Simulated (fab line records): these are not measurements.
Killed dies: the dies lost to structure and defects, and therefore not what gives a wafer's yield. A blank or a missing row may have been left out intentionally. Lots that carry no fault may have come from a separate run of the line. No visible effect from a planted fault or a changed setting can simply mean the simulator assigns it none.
Comparing a struck lot with a sound one || flow sky130 || 18 out of 708 route steps
Sound: the wafers L457.1, L457.2, L457.6. Struck: wafers L461.1, L461.5. (L461.2 of the same lot was not struck and is left out.) The cause comes at the end.
Per side, at each step with rows, come the tool, then ch with its chambers, and then its first start. Under that, the readings that differ: sound wafers || struck wafers || difference of the means || sigmas: that difference in standard deviations of wafers without a fault.
alike: readings whose means differ by less than 2 such deviations, and words and numbers that are the same on both sides. not compared: withheld readings, readings that some wafer has no value for, bounds like >300 that may hide the same value, and numbers for which the record gives no deviation and whose values overlap.
A row with sigmas, a row that says differs or no value, or rows on one side alone: a step with any of these is where the two part. Numbers that have no deviation but don't overlap get no sigmas and don't part them. Lack of a reading on every wafer of one side parts them only where that side has two or more wafers.

first, 3 steps without rows for these wafers: SKY_VIA3_EXPOSE_09 (exposes mask VIM3, target cd 200 nm); SKY_VIA3_PEB_10; SKY_VIA3_DEVELOP_11 (develop time 60 s).
SKY_VIA3_CD_MEAS_12: the cd target is 200 nm.
  sound on cd-sem-01, day 41 23:34; struck on cd-sem-01, day 43 01:04
  alike: cd-nm
SKY_VIA3_OVL_MEAS_13:
  sound on overlay-01, day 41 23:41; struck on overlay-01, day 43 01:11
  alike: VIA3_OVL
SKY_VIA3_ETCH_14: etches BARC in N2/H2, stops on SiO2, time 45.9 s, target depth 60 nm.
  sound on rie-diel-04 ch 0,1,3, day 41 23:43; struck on rie-diel-02 ch 0,3, day 43 01:13
{"reading": "oes-product-au (a.u.)", "sound": "0.859 0.850 0.854", "struck": "0.864 0.864", "difference": "+0.010", "sigmas": "+2"}
  alike: drypump-motor-current-A, throttle-valve-pct
  not compared: rf-hours-counter-h
SKY_VIA3_ETCH_15: etches SiO2 in C4F8/O2/Ar, stops on TiN, target depth 507 nm, time 78 s.
  sound on rie-diel-04 ch 0,1,3, day 41 23:46; struck on rie-diel-02 ch 0,3, day 43 01:16
  alike: oes-product-au
  not compared: rf-hours-counter-h
SKY_VIA3_STRIP_16: strips in O2/N2.
  sound on plasma-asher-03 ch 0,1, day 41 23:49; struck on plasma-asher-03 ch 0, day 43 01:19
  alike: drypump-motor-current-A, oes-product-au, strip-time-to-endpoint-s
  not compared: rf-hours-counter-h
then, 3 steps without rows for these wafers: SKY_VIA3_STRIP_17 (strips in post etch residue remover, time 1200 s); SKY_VIA3_CLEAN_18 (cleans in IPA, time 180 s); SKY_VIA3_CLEAN_19 (cleans in O3/DIW).
SKY_VIA3_SPUTTER_20: material TiN, target thk 20 nm, time 80 s.
  sound on pvd-sputter-01, day 42 00:25; struck on pvd-sputter-02, day 43 01:55
  alike: throttle-valve-pct
SKY_VIA3_CVD_21: deposits W, target thk 390 nm, time 117.31 s.
  sound on cvd-w-02 ch 0,1, day 42 00:28; struck on cvd-w-02 ch 0,1, day 43 01:58
{"reading": "model.W_of_VIA3_CVD_21.thk-nm (nm)", "sound": "385.2 386.6 389.6", "struck": "215.5 213.1", "difference": -172.8, "sigmas": ""}
  alike: heater-power-w, susceptor-temp-C
SKY_VIA3_RS_MEAS_22: measures by four-point-probe.
  sound on film-metro-01, day 42 00:35; struck on film-metro-01, day 43 02:05
{"reading": "VIA3_W_RS (ohm/sq)", "sound": "0.297 0.297 0.294", "struck": "0.536 0.541", "difference": "+0.242", "sigmas": "+67"}
SKY_VIA3_THK_MEAS_23: measures by xrf.
  sound on film-metro-01, day 42 00:43; struck on film-metro-01, day 43 02:13
{"reading": "VIA3_W_THK (nm)", "sound": "396 399 400", "struck": "218 215", "difference": -182, "sigmas": -26}
SKY_VIA3_CMP_24: polishes, stops on SiO2, t overpolish 20 s, target thk 0 nm.
  sound on cmp-01 ch 0,3, day 42 01:02; struck on cmp-02 ch 0,3, day 43 02:19
{"reading": "time-to-endpoint-s (s)", "sound": "87 86 89", "struck": "55 54", "difference": -33, "sigmas": -7}
  alike: motor-current-A
SKY_METAL4_SPUTTER_00: material Ti, target thk 15 nm, time 10 s.
  sound on pvd-sputter-04, day 42 01:20; struck on pvd-sputter-01, day 43 02:34
  alike: throttle-valve-pct
-- the record jumps here: 6 days lie between the struck wafers' starts before and after (it left off in module METAL4 and takes up again in module PAD_OPEN, whose first step shown is number 708 of the route) --
SKY_PAD_OPEN_PROBE_99:
  sound on prober-01, day 47 23:47; struck on prober-01, day 48 22:02
  alike: defect-limited-yield, killed_at_M0_to_M3, killed_at_M4_up, killed-at-contacts, killed-at-front-end, killed-at-other, killed-dies, killed-open, killed-short, sort_bin_3_pad_short, sort_bin_5_function, sort_bin_6_memory, sort_bin_8_speed, sort-n-pass, sort-yield-pct

WHERE THEY PART
At SKY_VIA3_ETCH_14 first; at SKY_VIA3_CMP_24 last (within this record only). Later steps at which nothing parts them and some readings are alike: SKY_METAL4_SPUTTER_00, SKY_PAD_OPEN_PROBE_99.

WHY: the cause the simulator had injected
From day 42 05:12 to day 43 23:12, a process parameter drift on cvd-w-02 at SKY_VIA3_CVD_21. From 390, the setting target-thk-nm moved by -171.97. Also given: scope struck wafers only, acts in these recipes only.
